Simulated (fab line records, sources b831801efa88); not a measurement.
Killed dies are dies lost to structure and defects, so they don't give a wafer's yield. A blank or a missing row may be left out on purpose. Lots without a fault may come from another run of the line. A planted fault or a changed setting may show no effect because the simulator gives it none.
Chamber matching | flow gf180mcu | GF_V1_CMP_04 on cmp-02: 4 sister chambers
The step polishes SiO2. 4 wafers are shown with their chamber, then 8 later ones without.

WAFERS WITH THEIR CHAMBER
wafer  | chamber | motor_current_A (A)
L884.5 | 3       | 15.7
L885.3 | 1       | 12.5
L885.4 | 0       | 11.8
L888.3 | 2       | 11.9

WAFERS WITHOUT THEIR CHAMBER
wafer  | motor_current_A (A)
L888.4 | 14.7
L888.5 | 12.1
L890.1 | 11.8
L890.2 | 13.7
L890.3 | 12.4
L898.1 | 15.8
L898.2 | 12.9
L898.4 | 12.0

WHICH CHAMBER EACH WENT THROUGH
wafer  | from the rows above               | in truth
L888.4 | 3                                 | 3
L888.5 | can't be placed: 2 or 0 or 1      | 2
L890.1 | can't be placed: 0 or 2 or 1      | 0
L890.2 | can't be placed: 1 or 2 or 0 or 3 | 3
L890.3 | can't be placed: 1 or 2 or 0      | 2
L898.1 | 3                                 | 3
L898.2 | can't be placed: 1 or 2 or 0      | 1
L898.4 | can't be placed: 2 or 0 or 1      | 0
Placed correctly: 2 of 8. Can't be placed from these rows: 6 (the true chamber is among the candidates in 6). Placed wrongly: 0.
How it was worked out, from the rows above alone: a wafer's distance from a chamber is the root of the sum, over the readings, of the square of ((its reading less the chamber's mean) divided by the reading's scatter). The wafer belongs to the nearest chamber; if the next one is less than 2 further off, it can't be placed. A chamber's mean is the mean of its shown wafers. The scatter: with one shown wafer a chamber, the root of the mean of the squares of how far each hidden wafer lies from its nearest shown one.
